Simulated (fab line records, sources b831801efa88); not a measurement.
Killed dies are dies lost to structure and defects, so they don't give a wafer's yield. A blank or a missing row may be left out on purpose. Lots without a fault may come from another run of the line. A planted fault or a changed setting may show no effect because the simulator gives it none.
Problem report in the 8D (eight disciplines) form, filled by code | flow gf180mcu | the parts of the form that need people (team, actions taken, sign-off) are left out

1. THE PROBLEM
cathode_dc_power_W at GF_M1_SPUTTER_03 reads a mean of 3113.1 W on 6 wafers of 2 lots; wafers without a fault read 3000.1 W with a standard deviation of 0.53. That is +99 or more standard deviations from the usual mean.
The step: material Ti, target thk 10 nm, time 6.7 s.
First seen on wafer L588.2, day 21 23:23, on pvd_sputter-02. The record holds 18 wafers of 6 lots with a number at this step. Rule for "out", or "out of limits": more than 4 standard deviations from the usual mean. The other wafers with a number count as sound.

2. WHAT IT IS AND WHAT IT IS NOT
question                    | is                     | is not
which readings at this step | cathode_dc_power_W     | throttle_valve_pct
which lots                  | L588, L590             | L572, L578, L583, L586
which wafers of those lots  | all that have a number | -
read on which tools         | pvd_sputter-02         | pvd_sputter-04
when                        | from day 21 23:23      | up to then (12 sound wafers)

3. SUSPECTS, AND WHAT RULES EACH OUT
Counting: a tool at a process step up to the reading stays a suspect if it ran every lot that is out and no sound lot after the first of them.
- cmp-01 at GF_CONTACT_CMP_27 (polishes, stops on SiO2, t overpolish 15 s, target thk 0 nm): kept. It ran every lot that is out, first L588 (day 21 22:56), and no sound lot after that; its last sound lot up to then is L586 (day 21 17:11).
- pvd_sputter-02 at GF_M1_SPUTTER_01 (material TiN, target thk 30 nm, time 25 s): kept. It ran every lot that is out, first L588 (day 21 23:20), and no sound lot after that; its last sound lot up to then is L586 (day 21 17:35).
- pvd_sputter-02 at GF_M1_SPUTTER_03 (material Ti, target thk 10 nm, time 6.7 s): kept. It ran every lot that is out, first L588 (day 21 23:23), and no sound lot after that; its last sound lot up to then is L586 (day 21 17:39). Its own readings are out on those wafers: cathode_dc_power_W.
Left after counting: cmp-01 at GF_CONTACT_CMP_27, pvd_sputter-02 at GF_M1_SPUTTER_01, pvd_sputter-02 at GF_M1_SPUTTER_03.

4. THE CAUSE (what the simulator had put in)
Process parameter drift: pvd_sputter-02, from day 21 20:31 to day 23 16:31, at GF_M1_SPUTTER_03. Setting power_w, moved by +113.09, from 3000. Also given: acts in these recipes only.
Counting left 3 suspects, and this tool is among them.

5. THE CHAIN OF EFFECTS, in route order
Each row: a reading whose mean over the struck wafers that have a number lies more than 3 standard deviations from the usual. Only readings for which the record gives a usual standard deviation are gone through. hours: the time from each lot's start at the first step in this table that gives one to its start at this step, as a median over the lots. sigmas: the change in usual standard deviations.
hours | step             | reading            | usual    | on struck wafers | change | sigmas
0     | GF_M1_SPUTTER_03 | cathode_dc_power_W | 3000.1 W | 3113.1           | +113.0 | +99 or more
The process steps in it:
- GF_M1_SPUTTER_03: material Ti, target thk 10 nm, time 6.7 s.

6. WHAT WOULD HAVE CAUGHT IT SOONER
In this record the first reading out of limits was taken at day 21 23:23, 3 hours after the fault began at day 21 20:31.
